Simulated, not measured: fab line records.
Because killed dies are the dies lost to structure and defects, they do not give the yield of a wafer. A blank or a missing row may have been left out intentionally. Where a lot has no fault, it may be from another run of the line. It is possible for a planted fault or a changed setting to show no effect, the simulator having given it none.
Which tool is to blame? ; flow sky130 ; Sampling: 12 lots, 35 wafers, 6 of 708 route steps

## WHAT EACH GAUGE READ, for each wafer
SKY_SD_N_RS_MEAS_17: measures by four-point-probe.
lot;measured;on;SD_P_RS (ohm/sq)
L488;day 27 03:21;film-metro-02;147.3 147.0 147.6
L490;day 27 22:16;film-metro-02;147.9 147.5 147.5
L491;day 28 17:02;film-metro-03;147.0 147.0 146.6
L494;day 29 10:53;film-metro-02;147.0 147.4 146.9
L495;day 30 02:43;film-metro-03;147.2 147.3 146.9
L497;day 30 17:11;film-metro-01;146.6 147.2 147.2
L499;day 31 10:59;film-metro-01;146.7 146.8 146.6
L500;day 31 14:52;film-metro-01;146.8 146.9
L504;day 34 11:06;film-metro-02;147.0 147.0 147.3
L509;day 35 14:35;film-metro-01;147.0 147.2 147.5
L511;day 35 22:32;film-metro-01;147.2 147.2 147.0
L510;day 36 03:02;film-metro-01;147.6 147.3 147.6

SKY_LI_CONTACT_RS_MEAS_22: measures by four-point-probe.
lot;measured;on;LI_CONTACT_W_RS (ohm/sq)
L488;day 28 09:20;film-metro-02;0.2818 0.2779 0.2814
L490;day 29 04:02;film-metro-02;0.2818 0.2808 0.2765
L491;day 29 22:25;film-metro-01;0.2863 0.2839 0.2854
L494;day 30 16:05;film-metro-03;0.2779 0.2789 0.2804
L495;day 31 07:43;film-metro-03;0.2876 0.2844 0.2848
L497;day 31 21:47;film-metro-03;0.2708 0.2847 0.2835
L499;day 32 15:26;film-metro-02;0.2758 0.2761 0.2874
L500;day 32 19:20;film-metro-01;0.2720 0.2878
L504;day 35 14:26;film-metro-02;0.2818 0.2844 0.2836
L509;day 36 17:04;film-metro-01;0.2855 0.2869 0.2842
L511;day 37 02:16;film-metro-02;0.2846 0.2857 0.2828
L510;day 37 07:17;film-metro-02;0.2856 0.2850 0.2832

SKY_LI_CONTACT_THK_MEAS_23: measures by xrf.
lot;measured;on;LI_CONTACT_W_THK (nm)
L488;day 28 09:26;film-metro-02;411 415 411
L490;day 29 04:08;film-metro-02;415 415 419
L491;day 29 22:32;film-metro-01;406 410 409
L494;day 30 16:13;film-metro-03;417 417 412
L495;day 31 07:49;film-metro-03;400 402 402
L497;day 31 21:53;film-metro-03;427 403 404
L499;day 32 15:33;film-metro-02;424 422 407
L500;day 32 19:27;film-metro-01;425 402
L504;day 35 14:33;film-metro-02;422 415 416
L509;day 36 17:11;film-metro-01;404 403 410
L511;day 37 02:23;film-metro-02;412 410 416
L510;day 37 07:23;film-metro-02;411 412 414

SKY_LOCAL_INTERCONNECT_CD_MEAS_11: target cd 170 nm.
lot;measured;on;cd-nm (nm)
L488;day 29 14:04;cd-sem-01;168.3 169.3 169.3
L490;day 30 08:37;cd-sem-01;167.1 167.5 166.9
L491;day 31 02:44;cd-sem-01;170.8 172.7 171.8
L494;day 31 20:08;cd-sem-01;170.2 168.9 168.2
L495;day 32 11:05;cd-sem-01;168.5 168.9 166.9
L497;day 33 01:14;cd-sem-02;172.3 172.7 172.5
L499;day 33 19:05;cd-sem-01;166.5 165.6 166.8
L500;day 33 22:04;cd-sem-01;169.3 168.5
L504;day 36 16:34;cd-sem-01;169.9 170.1 167.9
L509;day 37 19:14;cd-sem-02;168.9 170.6 167.9
L511;day 38 04:26;cd-sem-01;171.1 169.9 170.9
L510;day 38 09:43;cd-sem-02;170.4 170.8 170.3

## TOOL THAT RAN EACH LOT (tool first, then ch and the chambers of the sampled wafers, then the start)
lot;SKY_SD_P_STRIP_10;SKY_LI_CONTACT_CVD_21
L488;plasma-asher-01 ch 0,1, day 24 17:08;cvd-w-01 ch 0, day 28 09:11
L490;plasma-asher-01 ch 0,1, day 25 11:35;cvd-w-02 ch 0,1, day 29 03:55
L491;plasma-asher-04 ch 0,1, day 26 06:48;cvd-w-02 ch 0,1, day 29 22:18
L494;plasma-asher-01 ch 0,1, day 27 02:19;cvd-w-01 ch 0,1, day 30 15:58
L495;plasma-asher-02 ch 0,1, day 27 19:13;cvd-w-02 ch 0,1, day 31 07:36
L497;plasma-asher-02 ch 0,1, day 28 09:05;cvd-w-01 ch 0,1, day 31 21:38
L499;plasma-asher-02 ch 0,1, day 29 03:02;cvd-w-01 ch 0,1, day 32 15:19
L500;plasma-asher-02 ch 0, day 29 07:16;cvd-w-01 ch 0,1, day 32 19:12
L504;plasma-asher-01 ch 0,1, day 32 04:43;cvd-w-02 ch 0,1, day 35 14:19
L509;plasma-asher-01 ch 0,1, day 33 10:47;cvd-w-01 ch 0,1, day 36 16:56
L511;plasma-asher-04 ch 0,1, day 33 17:33;cvd-w-02 ch 0, day 37 02:09
L510;plasma-asher-02 ch 0,1, day 33 22:19;cvd-w-01 ch 0,1, day 37 07:10
- SKY_SD_P_STRIP_10: strips in O2/N2.
- SKY_LI_CONTACT_CVD_21: deposits W, target thk 400 nm, time 120.56 s.

## AS READ BY THE TOOLS THEMSELVES (means over the sampled wafers that have a number; for cases with no such wafer, the mark the record gives instead)
SKY_SD_P_STRIP_10.
lot;tool;drypump-motor-current-A (A);oes-product-au (a.u.);strip-time-to-endpoint-s (s)
L488;plasma-asher-01;5.9;0.615;17.46
L490;plasma-asher-01;5.9;0.621;17.56
L491;plasma-asher-04;5.8;0.615;17.48
L494;plasma-asher-01;5.9;0.620;17.56
L495;plasma-asher-02;6.0;0.620;17.49
L497;plasma-asher-02;6.0;0.614;17.51
L499;plasma-asher-02;6.0;0.621;17.50
L500;plasma-asher-02;6.0;0.619;17.45
L504;plasma-asher-01;5.9;0.614;17.54
L509;plasma-asher-01;5.9;0.616;17.49
L511;plasma-asher-04;5.7;0.618;17.53
L510;plasma-asher-02;6.0;0.622;17.51

SKY_LI_CONTACT_CVD_21.
lot;tool;heater-power-w (W);susceptor-temp-C (C)
L488;cvd-w-01;770;399.83
L490;cvd-w-02;818;400.20
L491;cvd-w-02;801;399.73
L494;cvd-w-01;766;399.85
L495;cvd-w-02;804;399.78
L497;cvd-w-01;758;400.09
L499;cvd-w-01;761;399.88
L500;cvd-w-01;756;400.08
L504;cvd-w-02;830;400.06
L509;cvd-w-01;750;399.97
L511;cvd-w-02;838;400.32
L510;cvd-w-01;763;399.85

## THE ANSWER, worked out from the rows above alone
Rule: usual is defined by the lots themselves. The widest of any qualifying gaps counts: lots, ordered by their means at a reading, are off when they make up no more than a third of the lots, leave a main group of 4 or more, and stand apart from it by 3 or more times the standard deviation of that group's means. The tables above print the reading to a certain number of digits; a main group whose means all agree to those digits is not used. Also off: a lot with no number at a reading for which 4 or more lots have one. Where the step has rows for the other lots, those lots are counted as sound. First the gauges in route order, then the tools' own readings, where a lot's mean is used as printed above. At the first step where some lot is off, the reading lying furthest off is the one used; lots without a number count as furthest.
None of the lots is off at any reading shown; this tells nothing.

## WHAT THE SIMULATOR HAD INSERTED
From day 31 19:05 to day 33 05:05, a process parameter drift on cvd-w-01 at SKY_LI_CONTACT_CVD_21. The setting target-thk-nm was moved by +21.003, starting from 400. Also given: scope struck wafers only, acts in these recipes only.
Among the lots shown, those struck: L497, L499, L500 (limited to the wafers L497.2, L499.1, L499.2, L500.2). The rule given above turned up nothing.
